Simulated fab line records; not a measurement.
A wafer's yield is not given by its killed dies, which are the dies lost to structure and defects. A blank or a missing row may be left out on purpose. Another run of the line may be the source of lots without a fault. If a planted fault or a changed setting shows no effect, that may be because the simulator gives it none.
What tool caused it? -- flow sfq-line -- 7 lots with 21 wafers sampled at 2 steps, on a route of 325 steps

WHAT THE GAUGES SHOWED, per wafer
SFQ_M1_RS_MEAS_909: uses a four-point probe to measure.
lot,measured,on,M1_NB_RS (ohm/sq)
L446,day 17 18:52,film-metro-04,0.899 0.904 0.910
L448,day 18 09:49,film-metro-04,0.902 0.903 0.908
L451,day 19 05:08,film-metro-01,0.917 0.918 0.906
L453,day 21 17:22,film-metro-02,0.883 0.894 0.895
L456,day 23 09:23,film-metro-04,0.883 0.881 0.891
L462,day 25 17:40,film-metro-02,0.887 0.884 0.891
L465,day 26 16:43,film-metro-01,0.887 0.704 0.893

WHICH TOOL RAN EACH LOT (tool, then ch and the chambers of the sampled wafers, then the start)
lot,SFQ_TRILAYER_M1_DEP_SPUTTER_037
L446,"pvd-sputter-03, day 17 18:44"
L448,"pvd-sputter-06, day 18 09:44"
L451,"pvd-sputter-06, day 19 05:01"
L453,"pvd-sputter-06, day 21 17:15"
L456,"pvd-sputter-04, day 23 09:17"
L462,"pvd-sputter-04, day 25 17:34"
L465,"pvd-sputter-04, day 26 16:37"
- SFQ_TRILAYER_M1_DEP_SPUTTER_037: material Nb, target thk 200 nm, time 133.3 s.

THE ANSWER, worked out from the rows above alone
Rule: what is usual is taken from the lots themselves. The widest of any qualifying gaps counts: lots, ordered by their means at a reading, are off when they make up no more than a third of the lots, leave a main group of 4 or more, and stand apart from it by 3 or more times the standard deviation of that group's means. Not used: any main group whose means are identical at the precision the tables above print for the reading. A lot without any number at a reading at which 4 lots or more have one is off too. The other lots that the step has rows for count as sound.
Off: L465, at SFQ_M1_RS_MEAS_909 (M1_NB_RS). Main group: mean 0.898 ohm/sq, sd 0.01.
A tool fits if, at a process step before that reading, it ran every lot that is off, and no sound lot after the first of them. The gauges at SFQ_M1_RS_MEAS_909 are tried like those tools. 2 tools fit, pvd-sputter-04 at SFQ_TRILAYER_M1_DEP_SPUTTER_037 and film-metro-01 at SFQ_M1_RS_MEAS_909, so this cannot tell which one it is.

WHAT WAS PUT IN BY THE SIMULATOR
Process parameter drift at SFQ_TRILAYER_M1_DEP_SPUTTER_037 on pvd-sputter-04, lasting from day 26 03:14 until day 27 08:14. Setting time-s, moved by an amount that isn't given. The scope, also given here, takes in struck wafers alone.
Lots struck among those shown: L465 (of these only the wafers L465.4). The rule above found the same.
